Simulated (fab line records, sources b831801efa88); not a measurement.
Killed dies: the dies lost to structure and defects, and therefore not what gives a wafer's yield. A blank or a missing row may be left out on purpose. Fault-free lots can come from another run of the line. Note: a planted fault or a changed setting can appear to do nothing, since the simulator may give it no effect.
A lot that was struck, set against a sound lot	flow sky130	29 steps out of a route of 708
Sound: wafers L814.3, L814.5, L814.6. Struck: wafer L823.1 (L823.2, L823.4, from the same lot, were not struck and are left out); the cause is given at the end.
Order at every step that has rows: each side's tool, ch and its chambers, its first start. Under that, the readings that differ: sound wafers	struck wafers	difference of the means	sigmas: that difference in standard deviations of wafers without a fault.
alike: same words and numbers on both sides, and readings whose means sit less than 2 such deviations apart. not compared: any withheld reading, any reading some wafer has no value for, any bound like >300 that may hide the same value, and any number with overlapping values for which the record gives no deviation.
A row with sigmas, a row that says differs or no value, or rows on one side alone: a step with any of these is where the two part. Non-overlapping numbers with no deviation appear without sigmas and do not part them. Lack of a reading on every wafer of one side parts them only where that side has two or more wafers.

first, 8 steps without rows for these wafers: SKY_LOCAL_INTERCONNECT_ETCH_13 (etches BARC in N2/H2, stops on SiO2, time 45.9 s, target depth 60 nm); SKY_LOCAL_INTERCONNECT_METAL_ETCH_14 (etches TiN in Cl2/BCl3, stops on PSG, target depth 110 nm, time 31.4 s); SKY_LOCAL_INTERCONNECT_STRIP_15 (strips in O2/N2); SKY_LOCAL_INTERCONNECT_STRIP_16 (strips in post etch residue remover, time 1200 s); SKY_LOCAL_INTERCONNECT_CLEAN_17 (cleans in IPA, time 180 s); SKY_LOCAL_INTERCONNECT_CLEAN_18 (cleans in O3/DIW); SKY_CONTACT_CVD_00 (deposits Si3N4, target thk 75 nm); SKY_CONTACT_HDPCVD_02 (deposits SiO2, target thk 565 nm, time 94.2 s).
SKY_CONTACT_CMP_04: polishes SiO2.
  sound on cmp-01 ch 0,1,2, day 31 05:04; struck on cmp-01 ch 2, day 34 10:52
reading	sound	struck	difference	sigmas
head pressure psi (psi)	4.007 4.008 4.007	1.552	-2.455	-99 or more
motor current A (A)	13.9 12.4 12.0	6.7	-6.1	-6
time to endpoint s (s)	86 85 81	101	+17	+4
model.SiO2_of_CONTACT_HDPCVD_02.thk nm (nm)	340.3 341.1 341.4	445.4	+104.5	
then, 9 steps without rows for these wafers: SKY_CONTACT_DEHYDRATE_06 (time 60 s); SKY_CONTACT_HMDS_07 (prime time 60 s); SKY_CONTACT_COAT_08 (resist thk 60 nm); SKY_CONTACT_COAT_09 (resist thk 450 nm); SKY_CONTACT_SOFTBAKE_10 (time 90 s); SKY_CONTACT_EXPOSE_11 (exposes mask CTM1, target cd 170 nm); SKY_CONTACT_PEB_12; SKY_CONTACT_DEVELOP_13 (develop time 60 s); SKY_CONTACT_ETCH_16 (etches BARC in N2/H2, stops on SiO2, time 45.9 s, target depth 60 nm).
SKY_CONTACT_ETCH_17: etches SiO2 in C4F8/O2/Ar, stops on Si3N4, target depth 340 nm.
  sound on rie diel-03 ch 0,3, day 32 08:55; struck on rie diel-01 ch 0, day 35 14:28
reading	sound	struck	difference	sigmas
oes product au (a.u.)	0.893 0.893 0.895	0.983	+0.089	+18
model.etch.depth nm (nm)	340.3 341.1 341.4	405.3	+64.4	
model.CONTACT.feature depth nm (nm)	340.3 341.1 341.4	405.3	+64.4	
SKY_CONTACT_ETCH_18: etches Si3N4 in CHF3/O2, stops on TiN, time 39 s, target depth 75 nm.
  sound on rie diel-03 ch 0,3; struck on rie diel-01 ch 0
reading	sound	struck	difference	sigmas
drypump motor current A (A)	4.9 4.9 5.3	6.0	+1.0	+2
oes product au (a.u.)	0.837 0.849 0.844	0.751	-0.092	-11
throttle valve pct (%)	8.784 8.801 8.806	8.767	-0.030	-3
  not compared: rf hours counter h
then, 6 steps without rows for these wafers: SKY_CONTACT_STRIP_19 (strips in O2/N2); SKY_CONTACT_STRIP_20 (strips in post etch residue remover, time 1200 s); SKY_CONTACT_CLEAN_21 (cleans in IPA, time 180 s); SKY_CONTACT_CLEAN_22 (cleans in O3/DIW); SKY_CONTACT_SPUTTER_23 (material TiN, target thk 20 nm, time 80 s); SKY_CONTACT_CVD_24 (deposits W, target thk 340 nm, time 102.12 s).
SKY_CONTACT_CMP_27: polishes, stops on SiO2, t overpolish 15 s, target thk 0 nm.
  sound on cmp-01 ch 1,2,3, day 32 10:07; struck on cmp-02 ch 0, day 35 15:34
reading	sound	struck	difference	sigmas
head pressure psi (psi)	3.502 3.517 3.505	3.488	-0.020	-2
model.SiO2_of_CONTACT_HDPCVD_02.thk nm (nm)	337.1 337.9 338.2	442.2	+104.5	
  alike: motor current A
then, 1 step without rows for these wafers: SKY_METAL1_SPUTTER_00 (material Ti, target thk 15 nm, time 10 s).
-- the record jumps here: 13 days lie between the struck wafers' starts before and after (it left off in module METAL1 and takes up again in module PAD_OPEN, whose first step shown is number 708 of the route) --
SKY_PAD_OPEN_PROBE_99:
  sound on prober-01 at day 46 07:08; struck on prober-01 at day 48 18:28
reading	sound	struck	difference	sigmas
killed_at_M4_up	3 0 1	6	+5	+3
killed at contacts	29 19 28	420	+395	+68
killed dies	86 70 85	489	+409	+43
killed on rim	14 12 20	94	+79	+21
  alike: killed_at_M0_to_M3, killed at front end, killed at other, killed open, killed short

== WHERE THEY PART ==
First at SKY_CONTACT_CMP_04; last, within this record, at SKY_PAD_OPEN_PROBE_99.

WHY: what had been put in by the simulator
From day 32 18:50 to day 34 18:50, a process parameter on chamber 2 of cmp-01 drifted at SKY_CONTACT_CMP_04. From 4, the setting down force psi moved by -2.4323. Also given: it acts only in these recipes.
